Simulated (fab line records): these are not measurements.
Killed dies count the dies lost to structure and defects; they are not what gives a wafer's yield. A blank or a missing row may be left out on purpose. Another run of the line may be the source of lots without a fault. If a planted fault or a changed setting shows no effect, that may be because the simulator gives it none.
Chamber matching || flow gf180mcu || GF_V3_CMP_26 on cmp-02: 3 sister chambers
The step polishes, stops on SiO2, t overpolish 15 s, target thk 0 nm. 14 wafers are shown with their chamber, then 5 later ones without.

## EACH WAFER AND ITS CHAMBER
{"wafer": "L249.4", "chamber": 2, "motorCurrentA (A)": 9.7, "timeToEndpointS (s)": 80, "overpolishRunS (s)": 14.998}
{"wafer": "L249.5", "chamber": 1, "motorCurrentA (A)": 11.1, "timeToEndpointS (s)": 83, "overpolishRunS (s)": 14.994}
{"wafer": "L249.6", "chamber": 0, "motorCurrentA (A)": 10.4, "timeToEndpointS (s)": 80, "overpolishRunS (s)": 15.000}
{"wafer": "L248.1", "chamber": 1, "motorCurrentA (A)": 11.6, "timeToEndpointS (s)": 86, "overpolishRunS (s)": 15.009}
{"wafer": "L248.3", "chamber": 0, "motorCurrentA (A)": 10.9, "timeToEndpointS (s)": 84, "overpolishRunS (s)": 15.005}
{"wafer": "L248.6", "chamber": 2, "motorCurrentA (A)": 9.8, "timeToEndpointS (s)": 83, "overpolishRunS (s)": 14.980}
{"wafer": "L252.1", "chamber": 2, "motorCurrentA (A)": 10.1, "timeToEndpointS (s)": 81, "overpolishRunS (s)": 15.010}
{"wafer": "L252.2", "chamber": 0, "motorCurrentA (A)": 10.6, "timeToEndpointS (s)": 81, "overpolishRunS (s)": 15.008}
{"wafer": "L252.4", "chamber": 1, "motorCurrentA (A)": 11.0, "timeToEndpointS (s)": 86, "overpolishRunS (s)": 15.009}
{"wafer": "L266.1", "chamber": 2, "motorCurrentA (A)": 10.2, "timeToEndpointS (s)": 85, "overpolishRunS (s)": 14.985}
{"wafer": "L266.2", "chamber": 1, "motorCurrentA (A)": 11.4, "timeToEndpointS (s)": 85, "overpolishRunS (s)": 15.009}
{"wafer": "L266.6", "chamber": 2, "motorCurrentA (A)": 9.8, "timeToEndpointS (s)": 82, "overpolishRunS (s)": 15.003}
{"wafer": "L269.2", "chamber": 2, "motorCurrentA (A)": 9.6, "timeToEndpointS (s)": 82, "overpolishRunS (s)": 14.999}
{"wafer": "L269.4", "chamber": 1, "motorCurrentA (A)": 10.6, "timeToEndpointS (s)": 84, "overpolishRunS (s)": 15.006}

SIGNATURES (means of the wafers above)
{"reading": "motorCurrentA", "chamber 0": 10.633, "chamber 1": 11.140, "chamber 2": 9.867, "scatter within a chamber": 0.3}
{"reading": "timeToEndpointS", "chamber 0": 81.67, "chamber 1": 84.80, "chamber 2": 82.17, "scatter within a chamber": 1.66}
{"reading": "overpolishRunS", "chamber 0": 15.00433, "chamber 1": 15.00540, "chamber 2": 14.99583, "scatter within a chamber": 0.00872}
Rule: for a wafer and a chamber, the distance is found by dividing, reading by reading, the gap between the wafer's reading and the chamber's mean by the reading's scatter, squaring, summing and taking the root. If the next closest chamber is less than 2 further off than the closest, the wafer can't be placed; otherwise it belongs to the closest. The scatter is the square root of a quotient: the sum, over the shown wafers, of each reading's squared deviation from its chamber's mean, divided by wafers minus chambers.

## WAFERS WITHOUT THEIR CHAMBER
{"wafer": "L269.5", "motorCurrentA (A)": 10.7, "timeToEndpointS (s)": 88, "overpolishRunS (s)": 15.003}
{"wafer": "L268.2", "motorCurrentA (A)": 10.0, "timeToEndpointS (s)": 81, "overpolishRunS (s)": 15.005}
{"wafer": "L268.5", "motorCurrentA (A)": 10.1, "timeToEndpointS (s)": 78, "overpolishRunS (s)": 14.997}
{"wafer": "L271.1", "motorCurrentA (A)": 10.4, "timeToEndpointS (s)": 83, "overpolishRunS (s)": 14.998}
{"wafer": "L271.2", "motorCurrentA (A)": 9.6, "timeToEndpointS (s)": 82, "overpolishRunS (s)": 14.998}

## WHICH CHAMBER EACH WENT THROUGH
{"wafer": "L269.5", "from the rows above": "can't be placed: 1 or 0", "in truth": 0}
{"wafer": "L268.2", "from the rows above": "can't be placed: 2 or 0", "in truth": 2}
{"wafer": "L268.5", "from the rows above": "can't be placed: 2 or 0", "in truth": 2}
{"wafer": "L271.1", "from the rows above": "can't be placed: 0 or 2 or 1", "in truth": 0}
{"wafer": "L271.2", "from the rows above": 2, "in truth": 2}
Correct placement for 1 of the 5. Unplaceable from these rows: 4, with the true chamber sitting among the candidates in 4. Placed wrongly: 0.
